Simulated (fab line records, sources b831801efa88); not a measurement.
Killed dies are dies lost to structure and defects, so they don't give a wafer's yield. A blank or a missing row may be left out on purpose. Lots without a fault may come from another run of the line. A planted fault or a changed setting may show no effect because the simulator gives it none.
Problem report in the 8D (eight disciplines) form, filled by code | flow gf180mcu | the parts of the form that need people (team, actions taken, sign-off) are left out

1. THE PROBLEM
cathode_dc_power_W at GF_TOP_METAL_SPUTTER_04 reads a mean of 6715.1 W on 2 wafers of 1 lot; wafers without a fault read 6500.0 W with a standard deviation of 1.3. That is +99 or more standard deviations from the usual mean.
The step: material TiN, target thk 25 nm, time 20.8 s.
First seen on wafer L775.2, day 31 00:32, on pvd_sputter-02. The record holds 36 wafers of 12 lots with a number at this step. Rule for "out", or "out of limits": more than 4 standard deviations from the usual mean. The other wafers with a number count as sound.

2. WHAT IT IS AND WHAT IT IS NOT
question                    | is                 | is not
which readings at this step | cathode_dc_power_W | throttle_valve_pct
which lots                  | L775               | L763, L764, L765, L767, L769, L772, L777, L779, L781, L782, L786
which wafers of those lots  | L775.2, L775.6     | L775.5
read on which tools         | pvd_sputter-02     | pvd_sputter-01, pvd_sputter-04
when                        | from day 31 00:32  | up to then (19 sound wafers); but 15 sound wafers of L777, L779, L781, L782, L786 came after

3. SUSPECTS, AND WHAT RULES EACH OUT
Counting: a tool at a process step up to the reading stays a suspect if it ran every lot that is out. Sound lots after the first of them don't rule it out here, since some wafers of a struck lot are sound.
- pvd_sputter-04 at GF_MIM_SPUTTER_03 (material Ti, target thk 10 nm, time 6.7 s): kept. It ran the lot that is out, L775 (day 28 12:32); its last sound lot up to then is L767 (day 25 19:26).
- pvd_sputter-02 at GF_MIM_SPUTTER_08 (material AlCu, target thk 200 nm, time 10.6 s): kept. It ran the lot that is out, L775 (day 28 12:44); its last sound lot up to then is L772 (day 27 13:23).
- plasma_asher-03 at GF_V5_STRIP_18 (strips in O2/N2): kept. It ran the lot that is out, L775 (day 30 22:37); its last sound lot up to then is L764 (day 27 15:01).
- pvd_sputter-02 at GF_TOP_METAL_SPUTTER_04 (material TiN, target thk 25 nm, time 20.8 s): kept. It ran the lot that is out, L775 (day 31 00:32); its last sound lot up to then is L772 (day 30 03:47). Its own readings are out on those wafers: cathode_dc_power_W.
- Within plasma_asher-03 at GF_V5_STRIP_18: the wafers that are out ran in chamber 1; their sound lot-mates ran in chamber 0.
Left after counting: pvd_sputter-04 at GF_MIM_SPUTTER_03, pvd_sputter-02 at GF_MIM_SPUTTER_08, plasma_asher-03 at GF_V5_STRIP_18, pvd_sputter-02 at GF_TOP_METAL_SPUTTER_04.

4. THE CAUSE (what the simulator had put in)
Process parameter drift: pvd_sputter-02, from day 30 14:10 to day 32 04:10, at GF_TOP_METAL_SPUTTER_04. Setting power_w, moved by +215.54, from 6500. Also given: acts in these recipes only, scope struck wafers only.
Counting left 4 suspects, and this tool is among them.

5. THE CHAIN OF EFFECTS, in route order
Each row: a reading whose mean over the struck wafers that have a number lies more than 3 standard deviations from the usual. Only readings for which the record gives a usual standard deviation are gone through. hours: the time from each lot's start at the first step in this table that gives one to its start at this step, as a median over the lots. sigmas: the change in usual standard deviations.
hours | step                    | reading            | usual    | on struck wafers | change | sigmas
0     | GF_TOP_METAL_SPUTTER_04 | cathode_dc_power_W | 6500.0 W | 6715.1           | +215.1 | +99 or more
The process steps in it:
- GF_TOP_METAL_SPUTTER_04: material TiN, target thk 25 nm, time 20.8 s.

6. WHAT WOULD HAVE CAUGHT IT SOONER
In this record the first reading out of limits was taken at day 31 00:32, 10 hours after the fault began at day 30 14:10.
